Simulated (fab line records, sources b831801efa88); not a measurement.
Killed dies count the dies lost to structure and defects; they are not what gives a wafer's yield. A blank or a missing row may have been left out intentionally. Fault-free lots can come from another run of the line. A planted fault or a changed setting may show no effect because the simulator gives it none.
The tool behind it: which one?	flow sky130	36 wafers from 12 lots sampled at 2 of the route's 708 steps

== WHAT THE GAUGES SHOWED, per wafer ==
SKY_SPACER_THK_MEAS_01.
lot	measured	on	SPACER_CVD_00_THK (nm)
L075	day 23 08:17	film-metro-02	43.5 43.5 43.2
L077	day 23 23:18	film-metro-01	43.0 43.0 42.8
L079	day 24 23:24	film-metro-02	43.5 43.3 43.3
L081	day 25 22:00	film-metro-01	43.3 43.1 42.9
L083	day 26 05:02	film-metro-01	43.5 43.7 43.7
L085	day 27 02:18	film-metro-04	43.7 43.3 43.7
L087	day 27 14:52	film-metro-01	43.0 43.0 43.4
L089	day 28 08:59	film-metro-02	43.7 43.3 43.4
L091	day 29 10:05	film-metro-02	43.7 44.2 44.0
L093	day 29 15:47	film-metro-04	43.6 43.7 43.3
L095	day 30 02:43	film-metro-04	43.9 43.5 44.3
L097	day 30 14:28	film-metro-02	43.3 43.3 42.9

== WHAT TOOL EACH LOT RAN ON (gives the tool, then ch and the chambers of the sampled wafers, and finally the start) ==
lot	SKY_NWELL_STRIP_14
L075	plasma-asher-01 ch 0,1, day 4 19:55
L077	plasma-asher-02 ch 0,1, day 5 05:50
L079	plasma-asher-02 ch 0,1, day 5 21:50
L081	plasma-asher-03 ch 0, day 6 09:50
L083	plasma-asher-02 ch 0,1, day 6 18:31
L085	plasma-asher-02 ch 0,1, day 7 06:17
L087	plasma-asher-02 ch 0, day 7 16:32
L089	plasma-asher-02 ch 0,1, day 8 06:15
L091	plasma-asher-01 ch 0,1, day 9 01:01
L093	plasma-asher-01 ch 0,1, day 9 06:02
L095	plasma-asher-02 ch 0,1, day 9 14:46
L097	plasma-asher-02 ch 0,1, day 10 02:40
- SKY_NWELL_STRIP_14: strips in O2/N2.

== THE ANSWER, worked out from the rows above alone ==
Rule: what is usual is taken from the lots themselves. The widest of any qualifying gaps counts: lots, ordered by their means at a reading, are off when they make up no more than a third of the lots, leave a main group of 4 or more, and stand apart from it by 3 or more times the standard deviation of that group's means. A main group whose means are all the same, to the digits that the tables above print for the reading, isn't used. Also off: a lot with no number at a reading for which 4 or more lots have one. Where the step has rows for the other lots, those lots are counted as sound.
No lot is off at any reading shown: from this, nothing can be told.

== WHAT WAS PUT IN BY THE SIMULATOR ==
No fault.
